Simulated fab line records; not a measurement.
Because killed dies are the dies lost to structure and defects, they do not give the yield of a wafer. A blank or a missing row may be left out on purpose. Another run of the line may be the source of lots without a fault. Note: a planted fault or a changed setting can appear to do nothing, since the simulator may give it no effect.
fab line records	flow sky130
record: lots: 5	wafers: 15	last_day: 50
route steps=708 shown VIA1@472 METAL2@483 VIA2@507 PAD_OPEN@708
lots that met no fault: from a run of the same line without faults
start_h: the number of hours between the record's first day and the start of the first shown wafer of the lot	wait_h: how many hours have passed since the lot's step before this one	" the same as in the row above	L1.1+2: a row that stands for several wafers	- value missing, or start not given	* or withheld: withheld	< > ~ a bound
route shown NAME@n: NAME is a module with steps in the file, n the number in the route of the first one	usual: the fault-free wafers' mean and standard deviation	same: alike in all rows	chamber/n: place in a boat	sites: the reading at each site	_std_site: their standard deviation	_edge_site: inner sites' mean taken away from outer sites' mean	radius_mm: how far each site lies from the wafer's centre	mask NAME#n: copy n	behind: the most recent tool/chamber to have shaped the wafer	hold: why the lot went on hold/how many hours it stayed there/how the hold came to an end	device: the transistor (n, p or np) that didn't switch	end of line: the same wafers' tests at the end of the route	a step given without rows: its recipe and nothing more	killed: count of dies lost to structure and defects at first sort (not the wafer's yield)	map: a wafer's dies, marking killed ones x, the rest . and places with no die _
set.NAME: the setting the step ran with; set.NAME@STEP: the setting that earlier step ran with	model.NAME: the simulator's own value behind a step, which no gauge read
certain route steps with their lots: each step a table, each wafer a row
services: from which hour (start_h, from the record's first day; less than 0 if before it) a tool's chamber was out of use, for how many hours, and why
== steps ==
step: SKY_VIA1_ETCH_14
recipe: chemistry: N2/H2	target: BARC	ion_energy_ev: 200	source_w: 500	bias_w: 100	pressure_mtorr: 30	n2_flow_sccm: 100	h2_flow_sccm: 200	stop_on: SiO2	time_s: 45.9	target_depth_a: 600
step: SKY_VIA1_ETCH_15
recipe: target: SiO2	chemistry: C4F8/O2/Ar	target_depth_nm: 351	stop_on: TiN	mask_material: KrF-thick	source_w: 1500	bias_w: 1200	pressure_mtorr: 40	c4f8_flow_sccm: withheld	O2_flow_sccm: 6	Ar_flow_sccm: 300	time_s: 54
step: SKY_VIA1_STRIP_16
recipe: chemistry: O2/N2	power_w: 1400	pressure_mtorr: 1500	platen_temp_c: withheld	o2_flow_sccm: 3000	n2_flow_sccm: 300	overash_fraction: 0.5
step: SKY_VIA1_STRIP_17
recipe: chemistry: post_etch_residue_remover	time_s: 1200	temp_c: 72.5
step: SKY_VIA1_CLEAN_18
recipe: chemistry: IPA	time_s: 180	temp_c: 25
step: SKY_VIA1_CLEAN_19
recipe: chemistry: O3/DIW	dry: n2_spin
step: SKY_VIA1_SPUTTER_20
recipe: material: TiN	target_thk_nm: 20	chamber_pressure_pa: 5	power_w: 4000	time_s: 80
step: SKY_VIA1_CVD_21
recipe: material: W	target_thk_nm: 270	time_s: 80.902	temp_c: 400	pressure_torr: 40
step: SKY_VIA1_RS_MEAS_22
recipe: thk_meas_gauge: four-point-probe	reads: W_of_VIA1_CVD_21+TiN_of_VIA1_SPUTTER_20
usual: VIA1_W_RS: 0.428/0.0064
lot.wafer	tool	chamber	start_h	wait_h	VIA1_W_RS[ohm/sq]
L595.1	film_metro-03	-	795.62	0.1	0.425
L595.4	"	-	"	"	0.425
L595.6	"	-	"	"	0.429
L598.2	film_metro-02	-	809.78	0.1	0.423
L598.4	"	-	"	"	0.430
L598.5	"	-	"	"	0.423
L603.1	film_metro-02	-	863.62	0.1	0.432
L603.2	"	-	"	"	0.427
L603.6	"	-	"	"	0.428
L606.2	film_metro-02	-	877.05	0.1	0.433
L606.4	"	-	"	"	0.426
L606.6	"	-	"	"	0.435
L616.1	film_metro-04	-	949.87	0.1	0.422
L616.2	"	-	"	"	0.438
L616.6	"	-	"	"	0.439
step: SKY_VIA1_THK_MEAS_23
recipe: thk_meas_gauge: xrf	reads: W_of_VIA1_CVD_21
usual: VIA1_W_THK: 263/4.8
lot.wafer	tool	chamber	start_h	wait_h	VIA1_W_THK[nm]
L595.1	film_metro-03	-	795.74	0.1	268
L595.4	"	-	"	"	266
L595.6	"	-	"	"	263
L598.2	film_metro-02	-	809.89	0.1	262
L598.4	"	-	"	"	258
L598.5	"	-	"	"	263
L603.1	film_metro-02	-	863.74	0.1	258
L603.2	"	-	"	"	261
L603.6	"	-	"	"	261
L606.2	film_metro-02	-	877.16	0.1	257
L606.4	"	-	"	"	262
L606.6	"	-	"	"	256
L616.1	film_metro-04	-	949.99	0.1	266
L616.2	"	-	"	"	256
L616.6	"	-	"	"	257
step: SKY_VIA1_CMP_24
recipe: stop_on: SiO2	t_overpolish_s: 15	down_force_psi: 3.5	platen_rpm: 60	target_thk_nm: 0	pad_velocity_m_s: 0.94248
step: SKY_METAL2_SPUTTER_00
recipe: material: Ti	target_thk_nm: 15	power_w: 3000	time_s: 10	chamber_pressure_pa: 0.4
usual: throttle_valve_pct: 30.0/1
lot.wafer	tool	chamber	start_h	wait_h	throttle_valve_pct
L595.1	pvd_sputter-04	-	796.10	0.2	31.3
L595.4	"	-	"	"	28.8
L595.6	"	-	"	"	28.9
L598.2	pvd_sputter-03	-	810.24	0.1	29.7
L598.4	"	-	"	"	29.4
L598.5	"	-	"	"	29.5
L603.1	pvd_sputter-01	-	864.10	0.2	31.2
L603.2	"	-	"	"	28.9
L603.6	"	-	"	"	31.1
L606.2	pvd_sputter-01	-	877.51	0.1	28.7
L606.4	"	-	"	"	29.5
L606.6	"	-	"	"	29.4
L616.1	pvd_sputter-01	-	950.45	0.2	31.3
L616.2	"	-	"	"	29.9
L616.6	"	-	"	"	29.4
step: SKY_METAL2_SPUTTER_01
recipe: material: TiN	target_thk_nm: 20	power_w: 6500	time_s: 16.7	chamber_pressure_pa: 0.4
usual: throttle_valve_pct: 30.0/1
lot.wafer	tool	chamber	start_h	wait_h	throttle_valve_pct
L595.1	pvd_sputter-04	-	796.12	0.0	31.3
L595.4	"	-	"	"	28.9
L595.6	"	-	"	"	29.0
L598.2	pvd_sputter-03	-	810.27	0.0	29.7
L598.4	"	-	"	"	29.4
L598.5	"	-	"	"	29.7
L603.1	pvd_sputter-01	-	864.12	0.0	31.5
L603.2	"	-	"	"	28.8
L603.6	"	-	"	"	31.0
L606.2	pvd_sputter-01	-	877.53	0.0	29.0
L606.4	"	-	"	"	29.7
L606.6	"	-	"	"	29.2
L616.1	pvd_sputter-01	-	950.47	0.0	31.2
L616.2	"	-	"	"	29.9
L616.6	"	-	"	"	29.5
step: SKY_METAL2_SPUTTER_02
recipe: material: AlCu	target_thk_nm: 250	power_w: 10600	time_s: 13.3	chamber_pressure_pa: 0.4
step: SKY_METAL2_SPUTTER_03
recipe: material: Ti	target_thk_nm: 5	power_w: 3000	time_s: 3.3	chamber_pressure_pa: 0.4
usual: throttle_valve_pct: 30.0/1
lot.wafer	tool	chamber	start_h	wait_h	throttle_valve_pct
L595.1	pvd_sputter-04	-	796.17	0.0	31.5
L595.4	"	-	"	"	29.1
L595.6	"	-	"	"	29.0
L598.2	pvd_sputter-03	-	810.32	0.0	29.8
L598.4	"	-	"	"	29.1
L598.5	"	-	"	"	29.6
L603.1	pvd_sputter-01	-	864.17	0.0	31.2
L603.2	"	-	"	"	28.7
L603.6	"	-	"	"	31.1
L606.2	pvd_sputter-01	-	877.58	0.0	28.6
L606.4	"	-	"	"	29.8
L606.6	"	-	"	"	29.5
L616.1	pvd_sputter-01	-	950.52	0.0	31.0
L616.2	"	-	"	"	29.7
L616.6	"	-	"	"	29.4
step: SKY_METAL2_SPUTTER_04
recipe: material: TiN	target_thk_nm: 70	power_w: 6500	time_s: 58.3	chamber_pressure_pa: 0.4
step: SKY_METAL2_RS_MEAS_05
recipe: thk_meas_gauge: four-point-probe	reads: TiN_of_METAL2_SPUTTER_04+Ti_of_METAL2_SPUTTER_03+AlCu_of_METAL2_SPUTTER_02+TiN_of_METAL2_SPUTTER_01+Ti_of_METAL2_SPUTTER_00
usual: METAL2_ALCU_RS: 0.1269/0.0015
lot.wafer	tool	chamber	start_h	wait_h	METAL2_ALCU_RS[ohm/sq]
L595.1	film_metro-03	-	796.24	0.0	0.1246
L595.4	"	-	"	"	0.1267
L595.6	"	-	"	"	0.1267
L598.2	film_metro-04	-	810.40	0.0	0.1297
L598.4	"	-	"	"	0.1271
L598.5	"	-	"	"	0.1304
L603.1	film_metro-03	-	864.24	0.0	0.1266
L603.2	"	-	"	"	0.1234
L603.6	"	-	"	"	0.1247
L606.2	film_metro-01	-	877.67	0.0	0.1260
L606.4	"	-	"	"	0.1270
L606.6	"	-	"	"	0.1260
L616.1	film_metro-04	-	950.59	0.0	0.1288
L616.2	"	-	"	"	0.1290
L616.6	"	-	"	"	0.1290
step: SKY_METAL2_THK_MEAS_06
recipe: thk_meas_gauge: xrf	reads: AlCu_of_METAL2_SPUTTER_02
usual: METAL2_ALCU_THK: 247.9/3
lot.wafer	tool	chamber	start_h	wait_h	METAL2_ALCU_THK[nm]
L595.1	film_metro-03	-	796.36	0.1	249.6
L595.4	"	-	"	"	244.7
L595.6	"	-	"	"	245.3
L598.2	film_metro-04	-	810.51	0.1	243.0
L598.4	"	-	"	"	247.6
L598.5	"	-	"	"	242.0
L603.1	film_metro-03	-	864.36	0.1	246.2
L603.2	"	-	"	"	251.7
L603.6	"	-	"	"	253.3
L606.2	film_metro-01	-	877.78	0.1	249.0
L606.4	"	-	"	"	249.9
L606.6	"	-	"	"	250.5
L616.1	film_metro-04	-	950.71	0.1	245.2
L616.2	"	-	"	"	244.3
L616.6	"	-	"	"	245.0
step: SKY_METAL2_DEHYDRATE_07
recipe: temp_c: 200	time_s: 60
step: SKY_METAL2_HMDS_08
recipe: prime_time_s: 60	prime_temp_c: 120
step: SKY_METAL2_COAT_09
recipe: resist: BARC	temp_c: withheld	time_s: withheld	spin_rpm: 3000	resist_thk_nm: 60
step: SKY_METAL2_COAT_10
recipe: resist: KrF-thick	spin_rpm: 3000	resist_thk_nm: 450
step: SKY_METAL2_SOFTBAKE_11
recipe: temp_c: 100	time_s: 90	resist: KrF-thick
step: SKY_METAL2_EXPOSE_12
recipe: mask_id: MM2	na: 0.8	source_shape: annular	sigma_inner: 0.55	sigma_outer: 0.85	target_cd_nm: 140	dose_mj: 28
step: SKY_METAL2_PEB_13
recipe: peb_temp_c: withheld	peb_time_s: withheld	resist: KrF-thick
step: SKY_METAL2_DEVELOP_14
recipe: develop_time_s: 60	resist: KrF-thick	dev_temp_c: 21
step: SKY_METAL2_CD_MEAS_15
recipe: target_cd_nm: 140
usual: cd_nm: 139.9/1.7
lot.wafer	tool	chamber	start_h	wait_h	cd_nm
L595.1	cd_sem-01	-	821.97	-	140.4
L595.4	"	-	"	"	140.3
L595.6	"	-	"	"	141.4
L598.2	cd_sem-01	-	836.65	-	142.6
L598.4	"	-	"	"	143.4
L598.5	"	-	"	"	143.3
L603.1	cd_sem-02	-	890.27	-	138.5
L603.2	"	-	"	"	140.0
L603.6	"	-	"	"	138.6
L606.2	cd_sem-01	-	904.19	-	141.4
L606.4	"	-	"	"	142.8
L606.6	"	-	"	"	141.2
L616.1	cd_sem-01	-	974.87	-	138.1
L616.2	"	-	"	"	139.0
L616.6	"	-	"	"	138.1
step: SKY_METAL2_OVL_MEAS_16
usual: METAL2_OVL: 3/5.6
lot.wafer	tool	chamber	start_h	wait_h	METAL2_OVL[nm]
L595.1	overlay-01	-	822.09	0.1	19
L595.4	"	-	"	"	10
L595.6	"	-	"	"	10
L598.2	overlay-02	-	836.76	0.1	9
L598.4	"	-	"	"	5
L598.5	"	-	"	"	-7
L603.1	overlay-01	-	890.39	0.1	1
L603.2	"	-	"	"	13
L603.6	"	-	"	"	8
L606.2	overlay-01	-	904.29	0.1	0
L606.4	"	-	"	"	1
L606.6	"	-	"	"	2
L616.1	overlay-02	-	974.99	0.1	9
L616.2	"	-	"	"	1
L616.6	"	-	"	"	-4
step: SKY_METAL2_DESCUM_17
recipe: chemistry: O2	source_power_w: 150	bias_power_w: 0	pressure_mtorr: 10	temp_c: 40	time_s: 8
step: SKY_METAL2_ETCH_18
recipe: chemistry: N2/H2	target: BARC	ion_energy_ev: 200	bias_w: 100	pressure_mtorr: 30	n2_flow_sccm: 100	h2_flow_sccm: 200	icp_w: 500	stop_on: SiO2	time_s: 45.9	target_depth_a: 600
step: SKY_METAL2_METAL_ETCH_19
recipe: target_depth_a: 3600	stop_on: SiO2	over_etch_frac: 0.3	time_s: 78	chemistry: Cl2/BCl3	resist_sidewall_deg: 88	pressure_mtorr: 10	icp_w: 900	bias_w: 48.5	Cl2_flow_sccm: 60	bcl3_flow_sccm: 30
usual: drypump_motor_current_A: 5.46/0.27	oes_product_au: 0.854/0.0062	throttle_valve_pct: 22.264/0.0096
lot.wafer	tool	chamber	start_h	wait_h	drypump_motor_current_A	oes_product_au	rf_hours_counter_h	throttle_valve_pct
L595.1	rie_metal-04	1	822.22	0.0	4.99	0.864	4	22.260
L595.4	"	1	"	"	4.95	0.849	-	22.258
L595.6	"	0	"	"	5.70	0.853	-	22.253
L598.2	rie_metal-03	1	837.01	0.1	5.54	0.842	-	22.252
L598.4	"	1	"	"	5.53	0.847	-	22.253
L598.5	"	1	"	"	5.52	0.850	-	22.262
L603.1	rie_metal-04	0	890.52	0.0	5.56	0.857	11	22.278
L603.2	"	1	"	"	4.98	0.866	7	22.266
L603.6	"	1	"	"	4.98	0.856	-	22.259
L606.2	rie_metal-04	1	904.42	0.0	4.96	0.858	8	22.265
L606.4	"	1	"	"	4.95	0.852	-	22.265
L606.6	"	1	"	"	4.96	0.859	-	22.279
L616.1	rie_metal-03	0	975.12	0.0	5.80	0.865	7	22.268
L616.2	"	1	"	"	5.53	0.848	21	22.275
L616.6	"	0	"	"	5.79	0.855	-	22.255
step: SKY_METAL2_STRIP_20
recipe: chemistry: O2/N2	power_w: 1400	pressure_mtorr: 1500	platen_temp_c: withheld	o2_flow_sccm: 3000	n2_flow_sccm: 300	overash_fraction: 0.5
usual: drypump_motor_current_A: 5.7/0.56	oes_product_au: 0.342/0.0048	strip_time_to_endpoint_s: 2.68/0.041
lot.wafer	tool	chamber	start_h	wait_h	drypump_motor_current_A	oes_product_au	rf_hours_counter_h	strip_time_to_endpoint_s
L595.1	plasma_asher-01	0	822.31	0.1	6.6	0.337	69	2.74
L595.4	"	1	"	"	5.4	0.346	-	2.73
L595.6	"	1	"	"	5.4	0.339	-	2.68
L598.2	plasma_asher-04	1	837.16	0.1	5.3	0.346	9	2.64
L598.4	"	0	"	"	5.3	0.346	-	2.67
L598.5	"	1	"	"	5.3	0.336	-	2.66
L603.1	plasma_asher-03	1	890.61	0.1	5.3	0.349	106	2.69
L603.2	"	0	"	"	6.4	0.347	106	2.74
L603.6	"	0	"	"	6.5	0.345	-	2.73
L606.2	plasma_asher-03	0	904.51	0.1	6.5	0.342	108	2.75
L606.4	"	1	"	"	5.4	0.347	-	2.77
L606.6	"	1	"	"	5.4	0.345	-	2.73
L616.1	plasma_asher-03	0	975.21	0.1	6.4	0.343	114	2.68
L616.2	"	1	"	"	5.3	0.336	114	2.60
L616.6	"	0	"	"	6.4	0.345	-	2.67
step: SKY_METAL2_STRIP_21
recipe: chemistry: post_etch_residue_remover	time_s: 1200	temp_c: 72.5
step: SKY_METAL2_CLEAN_22
recipe: chemistry: IPA	time_s: 180	temp_c: 25
step: SKY_METAL2_CLEAN_23
recipe: chemistry: O3/DIW	dry: n2_spin
step: SKY_VIA2_HDPCVD_00
recipe: material: SiO2	target_thk_nm: 1180	sigma_open_frac: 0.3	time_s: 196.7	temp_c: 400	sih4_flow_sccm: 60	pressure_mtorr: 6
step: SKY_VIA2_THK_MEAS_01
recipe: reads: SiO2_of_VIA2_HDPCVD_00
usual: VIA2_HDPCVD_THK: 1183/16
lot.wafer	tool	chamber	start_h	wait_h	VIA2_HDPCVD_THK[nm]
L595.1	film_metro-04	-	823.03	0.1	1185
L595.4	"	-	"	"	1187
L595.6	"	-	"	"	1168
L598.2	film_metro-01	-	837.88	0.1	1170
L598.4	"	-	"	"	1172
L598.5	"	-	"	"	1193
L603.1	film_metro-01	-	891.33	0.1	1213
L603.2	"	-	"	"	1197
L603.6	"	-	"	"	1204
L606.2	film_metro-04	-	905.58	0.1	1169
L606.4	"	-	"	"	1164
L606.6	"	-	"	"	1168
L616.1	film_metro-02	-	975.99	0.1	1171
L616.2	"	-	"	"	1151
L616.6	"	-	"	"	1176
step: SKY_VIA2_CMP_02
recipe: material: SiO2	down_force_psi: 4	platen_rpm: 60	pad_velocity_m_s: 0.94248
usual: motor_current_A: 11.5/0.94
lot.wafer	tool	chamber	start_h	wait_h	motor_current_A
L595.4	cmp-02	3	823.15	0.1	11.6
L595.1	"	2	"	"	12.4
L595.6	"	3	"	"	11.6
L598.2	cmp-01	3	838.03	0.1	12.4
L598.4	"	0	"	"	11.9
L598.5	"	1	"	"	10.5
L603.2	cmp-02	0	891.44	0.1	10.5
L603.1	"	2	"	"	12.6
L603.6	"	0	"	"	10.6
L606.4	cmp-02	1	905.68	0.1	12.2
L606.2	"	3	"	"	10.9
L606.6	"	1	"	"	11.7
L616.1	cmp-01	3	976.10	0.1	12.1
L616.2	"	1	"	"	10.4
L616.6	"	2	"	"	10.4
step: SKY_VIA2_BOW_MEAS_03
recipe: mode: bow
usual: VIA2_BOW: 85/6.7
lot.wafer	tool	chamber	start_h	wait_h	VIA2_BOW[um]
L595.1	film_metro-04	-	823.45	0.1	85
L595.4	"	-	"	"	86
L595.6	"	-	"	"	93
L598.2	film_metro-01	-	838.25	0.2	89
L598.4	"	-	"	"	81
L598.5	"	-	"	"	88
L603.1	film_metro-02	-	891.69	0.1	93
L603.2	"	-	"	"	94
L603.6	"	-	"	"	93
L606.2	film_metro-02	-	905.95	0.1	84
L606.4	"	-	"	"	87
L606.6	"	-	"	"	90
L616.1	film_metro-01	-	976.35	0.2	81
L616.2	"	-	"	"	95
L616.6	"	-	"	"	87
step: SKY_VIA2_DEHYDRATE_04
recipe: temp_c: 200	time_s: 60
step: SKY_VIA2_HMDS_05
recipe: prime_time_s: 60	prime_temp_c: 120
step: SKY_VIA2_COAT_06
recipe: resist: BARC	temp_c: withheld	time_s: withheld	spin_rpm: 3000	resist_thk_nm: 60
step: SKY_PAD_OPEN_PROBE_99
usual: defect_limited_yield: 82.9/1.7	killed_at_M0_to_M3: 42/6.1	killed_at_M4_up: 3.4/2	killed_at_contacts: 23/4.8	killed_at_front_end: 15/3.8	killed_at_other: 0.3/0.48	killed_dies: 84/8.5	killed_on_rim: 16/3.9	killed_open: 46/6.8	killed_short: 38/6.2	sort_bin_3_pad_short: 0.8/0.42	sort_bin_5_function: 10.1/1.4	sort_bin_6_memory: 6.2/0.99	sort_n_pass: 408/8.5	sort_yield_pct: 82.9/1.7
same: gross_dies: 492	killed_at_back_side: 0	sort_bin_4_leakage[%]: 0	sort_bin_8_speed[%]: 0
lot.wafer	tool	chamber	start_h	wait_h	defect_limited_yield[%]	killed_at_M0_to_M3	killed_at_M4_up	killed_at_contacts	killed_at_front_end	killed_at_other	killed_dies	killed_on_rim	killed_open	killed_short	sort_bin_3_pad_short[%]	sort_bin_5_function[%]	sort_bin_6_memory[%]	sort_n_pass	sort_yield_pct[%]	model.etest.tester.sort_n_pass	model.etest.tester.sort_yield_pct	model.etest.tester.sort_bin_5_pct	model.etest.tester.sort_bin_3_pct
L595.1	prober-01	-	1079.44	0.1	82.9	44	4	21	15	0	84	17	42	42	1.0	10.4	5.7	408	82.9	408	82.93	10.37	1.016
L595.4	prober-01	-	1079.59	0.2	82.9	42	1	18	23	0	84	17	43	41	0	8.5	8.5	408	82.9	408	82.93	8.537	0
L595.6	prober-01	-	1079.69	0.2	80.9	45	6	28	14	1	94	14	43	51	1.4	10.6	7.1	398	80.9	398	80.89	10.57	1.423
L598.2	prober-02	-	1089.94	0.1	80.5	48	5	21	21	1	96	19	40	56	1.6	12.4	5.5	396	80.5	396	80.49	12.4	1.626
L598.4	prober-02	-	1090.04	0.2	82.9	45	6	22	11	0	84	21	44	40	0.6	9.1	7.3	408	82.9	408	82.93	9.146	0.6098
L598.5	prober-02	-	1090.09	0.2	83.1	32	2	34	15	0	83	12	47	36	0.2	8.9	7.7	409	83.1	409	83.13	8.943	0.2033
L603.1	prober-01	-	1131.99	0.1	81.1	45	2	24	21	1	93	13	47	45	0.6	11.6	6.7	399	81.1	399	81.1	11.59	0.6098
L603.2	prober-01	-	1132.04	0.1	81.9	49	3	26	11	0	89	23	51	37	1.0	10.4	6.7	403	81.9	403	81.91	10.37	1.016
L603.6	prober-01	-	1132.24	0.2	84.8	30	3	26	16	0	75	11	36	37	0.6	9.1	5.5	417	84.8	417	84.76	9.146	0.6098
L606.2	prober-02	-	1144.93	0.1	86.2	38	2	19	9	0	68	12	34	34	0.8	9.1	3.9	424	86.2	424	86.18	9.146	0.813
L606.4	prober-02	-	1145.03	0.2	82.3	48	3	18	17	1	87	20	38	47	1.0	11.0	5.7	405	82.3	405	82.32	10.98	1.016
L606.6	prober-02	-	1145.13	0.2	83.5	42	0	18	21	0	81	9	41	40	0.6	8.9	6.9	411	83.5	411	83.54	8.943	0.6098
L616.1	prober-01	-	1192.17	0.1	85.8	39	4	16	11	0	70	8	40	30	0.4	8.1	5.7	422	85.8	422	85.77	8.13	0.4065
L616.2	prober-01	-	1192.22	0.1	83.1	41	1	25	16	0	83	17	35	48	0.8	9.8	6.3	409	83.1	409	83.13	9.756	0.813
L616.6	prober-01	-	1192.42	0.2	69.7	103	4	24	17	1	149	28	47	41	3.9	19.5	6.9	343	69.7	343	69.72	19.51	3.862
killed by level:class
L595.1 VIA1:geometric_particle:open=10 METAL2:geometric_particle:short=6 VIA1:geometric_particle:short=6 CONTACT:geometric_particle:short=5 VIA2:geometric_particle:open=5 POLY_GATE:geometric_particle:open=4 LI_CONTACT:geometric_particle:open=4 LOCAL_INTERCONNECT:geometric_particle:short=4
L595.4 VIA1:geometric_particle:open=9 VIA1:geometric_particle:short=8 CONTACT:geometric_particle:short=7 POLY_GATE:geometric_particle:short=6 VIA2:geometric_particle:open=6 FIELD_ISO:geometric_particle:short=5 POLY_GATE:geometric_particle:open=5 CONTACT:geometric_particle:open=5
L595.6 LI_CONTACT:geometric_particle:open=8 METAL1:geometric_particle:short=8 VIA1:geometric_particle:open=8 CONTACT:geometric_particle:short=7 METAL2:geometric_particle:short=7 LOCAL_INTERCONNECT:geometric_particle:short=5 CONTACT:geometric_particle:open=5 POLY_GATE:geometric_particle:open=4
L598.2 METAL1:geometric_particle:short=11 POLY_GATE:geometric_particle:short=8 VIA2:geometric_particle:open=8 VIA1:geometric_particle:short=8 LI_CONTACT:geometric_particle:open=6 METAL2:geometric_particle:short=6 CONTACT:geometric_particle:open=6 VIA1:geometric_particle:open=6
L598.4 CONTACT:geometric_particle:open=9 VIA1:geometric_particle:open=9 VIA3:geometric_particle:open=8 METAL2:geometric_particle:short=6 METAL1:geometric_particle:short=6 LOCAL_INTERCONNECT:geometric_particle:short=5 FIELD_ISO:geometric_particle:short=4 LI_CONTACT:geometric_particle:open=4
L598.5 CONTACT:geometric_particle:open=14 METAL2:geometric_particle:short=8 LI_CONTACT:geometric_particle:open=8 LI_CONTACT:geometric_particle:short=5 VIA3:geometric_particle:open=5 POLY_GATE:geometric_particle:short=4 VIA2:geometric_particle:open=4 FIELD_ISO:geometric_particle:short=3
L603.1 CONTACT:geometric_particle:open=11 VIA3:geometric_particle:open=8 POLY_GATE:geometric_particle:short=7 VIA1:geometric_particle:open=7 METAL2:geometric_particle:short=6 POLY_GATE:geometric_particle:open=5 CONTACT:geometric_particle:short=5 VIA3:geometric_particle:short=5
L603.2 VIA1:geometric_particle:open=12 CONTACT:geometric_particle:open=9 VIA2:geometric_particle:open=9 LI_CONTACT:geometric_particle:open=7 LOCAL_INTERCONNECT:geometric_particle:short=5 METAL1:geometric_particle:short=5 VIA1:geometric_particle:short=5 FIELD_ISO:geometric_particle:open=4
L603.6 VIA1:geometric_particle:open=9 LI_CONTACT:geometric_particle:open=8 CONTACT:geometric_particle:open=8 CONTACT:geometric_particle:short=7 FIELD_ISO:geometric_particle:short=4 METAL1:geometric_particle:short=4 METAL2:geometric_particle:short=4 VIA3:geometric_particle:short=4
L606.2 METAL1:geometric_particle:short=9 CONTACT:geometric_particle:open=8 LI_CONTACT:geometric_particle:open=5 VIA1:geometric_particle:open=5 VIA1:geometric_particle:short=5 METAL2:geometric_particle:short=4 CONTACT:geometric_particle:short=3 METAL1:geometric_particle:open=3
L606.4 METAL2:geometric_particle:short=12 VIA1:geometric_particle:open=9 VIA2:geometric_particle:open=8 POLY_GATE:geometric_particle:open=6 LI_CONTACT:geometric_particle:open=6 METAL1:geometric_particle:short=6 LOCAL_INTERCONNECT:geometric_particle:short=5 CONTACT:geometric_particle:short=5
L606.6 FIELD_ISO:geometric_particle:short=9 VIA1:geometric_particle:open=9 VIA3:geometric_particle:open=8 LI_CONTACT:geometric_particle:open=7 METAL2:geometric_particle:short=7 FIELD_ISO:geometric_particle:open=5 POLY_GATE:geometric_particle:short=5 CONTACT:geometric_particle:open=5
L616.1 VIA1:geometric_particle:open=12 CONTACT:geometric_particle:open=7 VIA2:geometric_particle:short=6 FIELD_ISO:geometric_particle:open=5 METAL2:geometric_particle:short=4 METAL1:geometric_particle:short=4 FIELD_ISO:geometric_particle:short=3 LI_CONTACT:geometric_particle:open=3
L616.2 VIA1:geometric_particle:short=8 LI_CONTACT:geometric_particle:open=7 CONTACT:geometric_particle:open=7 METAL2:geometric_particle:short=7 LOCAL_INTERCONNECT:geometric_particle:short=6 FIELD_ISO:geometric_particle:short=5 METAL1:geometric_particle:short=5 VIA2:geometric_particle:open=5
L616.6 METAL2:unspecified=60 VIA1:geometric_particle:open=14 VIA2:geometric_particle:open=9 CONTACT:geometric_particle:open=7 CONTACT:geometric_particle:short=6 LOCAL_INTERCONNECT:geometric_particle:short=6 FIELD_ISO:geometric_particle:open=5 POLY_GATE:geometric_particle:short=5
map L616.6 (x killed, . not)
__________xx.....x.._________
________x.......x....._______
______....x....xx...x..x_____
_____......x............x____
____..xx..x..........xx..x___
___............x.......x...__
__.....xx.........xx..x....._
_.x...x...xx...x.......xx...x
_.x.x....x.......x..x.......x
_.xx.....x..x..x..x..xxx...xx
_.......x..........xxxxxx....
_.xxx................xxxxxx..
_...x..............xxxxxxxx.x
_....xxx.xx..x....xxxxxxxxxxx
_....xx.x..xx..xx..xxxxxxxxxx
__........x....x...xxxxxxxxx_
___......x..x..x....xxxxxxx__
____x.x.......xx....x.xxx.___
_____..........x....x..xx____
______xxx..............x_____
________....x........._______
__________...x......_________
map L606.4 (x killed, . not)
__________x.xx......_________
________...x....x....._______
______..xx...........x.._____
_____..x..x.....x........____
____....x......x..x.......___
___......x............x.xxx__
__...x....x................x_
_x..x........xx...x........x.
_....x...xx..x...x...........
_.............xx.....x..x....
_.x..x..........x....x.x.....
_............x.......x..x....
_x.x..x...x......x.....xx..x.
_x....x.........x......xx....
_......x......x....x.........
__...x..x.....xx.x...x......_
___...............x.....x.x__
____....x.......x...x.x...___
_____x....x..........x.x.____
______.....x......xx..x._____
________..........xxx._______
__________.....x.x.._________
== services ==
tool	chamber	start_h	hours	kind
plasma_asher-03	-	783.98	2.8	pm
pvd_sputter-04	-	785.26	3.4	repair
cmp-02	-	790.68	0.4	repair
cmp-01	-	802.97	4.3	repair
pvd_sputter-04	-	815.04	4.4	repair
cmp-02	-	815.23	2.9	pm
rie_metal-03	1	826.69	6.6	repair
rie_metal-03	0	833.27	-	clean
cmp-02	-	844.32	3.1	repair
cmp-01	-	853.38	0.8	repair
cmp-01	-	860.90	0.3	repair
rie_metal-04	-	877.64	1.4	repair
plasma_asher-03	-	899.40	1.0	repair
plasma_asher-01	-	904.09	1.9	repair
pvd_sputter-04	-	907.88	1.4	repair
cmp-01	-	912.00	4.0	pm
pvd_sputter-04	-	914.06	1.5	repair
plasma_asher-01	-	918.16	0.6	repair
rie_metal-04	1	931.39	2.5	repair
cmp-01	-	947.38	4.5	repair
plasma_asher-03	-	956.80	7.0	pm
rie_metal-04	-	958.54	14.6	pm
cmp-02	-	960.10	1.4	repair
cmp-02	-	970.12	1.0	repair
== key ==
first_sign: step: SKY_PAD_OPEN_PROBE_99	reading: killed_at_M0_to_M3	direction: up	sigmas: 10	usual: 42	struck: 103
effect: step: SKY_PAD_OPEN_PROBE_99	reading: defect_limited_yield	direction: down	sigmas: 7.6	usual: 82.9	struck: 69.7
model_effect: step: SKY_PAD_OPEN_PROBE_99	value: etest.tester.sort_n_pass	without: 395	struck: 343
met_at SKY_METAL2_SPUTTER_01
struck_wafers L616.6
onset_between 877.53 950.47
fault: kind: chamber_particle_source	tool: pvd_sputter-01	chamber: -	onset_h: 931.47	steps: SKY_METAL2_SPUTTER_01	rate_per_visit_cm2: 1.934	end_h: 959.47	scope: struck_wafers_only
